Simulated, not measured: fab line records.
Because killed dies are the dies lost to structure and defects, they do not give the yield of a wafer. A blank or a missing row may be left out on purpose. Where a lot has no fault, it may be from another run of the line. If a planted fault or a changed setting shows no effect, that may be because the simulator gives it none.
Chamber matching / flow sfqLine / 4 sister chambers for SFQ_TRILAYER_I0_CMP_CMP_028 on cmp-02
The step polishes SiO2. 4 wafers are shown with their chamber, then 8 later ones without.

## EACH WAFER AND ITS CHAMBER
wafer=L886.5; chamber=0; motorCurrentA (A)=10.5
wafer=L890.5; chamber=2; motorCurrentA (A)=9.4
wafer=L890.6; chamber=1; motorCurrentA (A)=9.5
wafer=L895.3; chamber=3; motorCurrentA (A)=11.2

## WAFERS MISSING THEIR CHAMBER
wafer=L895.2; motorCurrentA (A)=9.5
wafer=L895.5; motorCurrentA (A)=10.6
wafer=L896.1; motorCurrentA (A)=11.0
wafer=L896.3; motorCurrentA (A)=10.6
wafer=L896.5; motorCurrentA (A)=10.4
wafer=L903.1; motorCurrentA (A)=10.7
wafer=L903.2; motorCurrentA (A)=10.5
wafer=L903.6; motorCurrentA (A)=10.0

## EACH ONE'S CHAMBER
wafer=L895.2; from the rows above=can't be placed: 1 or 2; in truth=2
wafer=L895.5; from the rows above=0; in truth=0
wafer=L896.1; from the rows above=can't be placed: 3 or 0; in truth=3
wafer=L896.3; from the rows above=0; in truth=0
wafer=L896.5; from the rows above=0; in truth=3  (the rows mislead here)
wafer=L903.1; from the rows above=can't be placed: 0 or 3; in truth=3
wafer=L903.2; from the rows above=0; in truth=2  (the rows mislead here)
wafer=L903.6; from the rows above=can't be placed: 0 or 1 or 2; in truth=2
Correctly placed: 2 of 8. Unplaceable from these rows: 4, with the true chamber sitting among the candidates in 4. Wrongly placed: 2.
How it was worked out, from the rows above alone: a wafer's distance from a chamber is the root of the sum, over the readings, of the square of ((its reading less the chamber's mean) divided by the reading's scatter). If the next closest chamber is less than 2 further off than the closest, the wafer can't be placed; otherwise it belongs to the closest. A chamber's mean is the mean of its shown wafers. The scatter: root of mean squared gap, hidden wafer to nearest shown wafer, with one shown wafer a chamber.
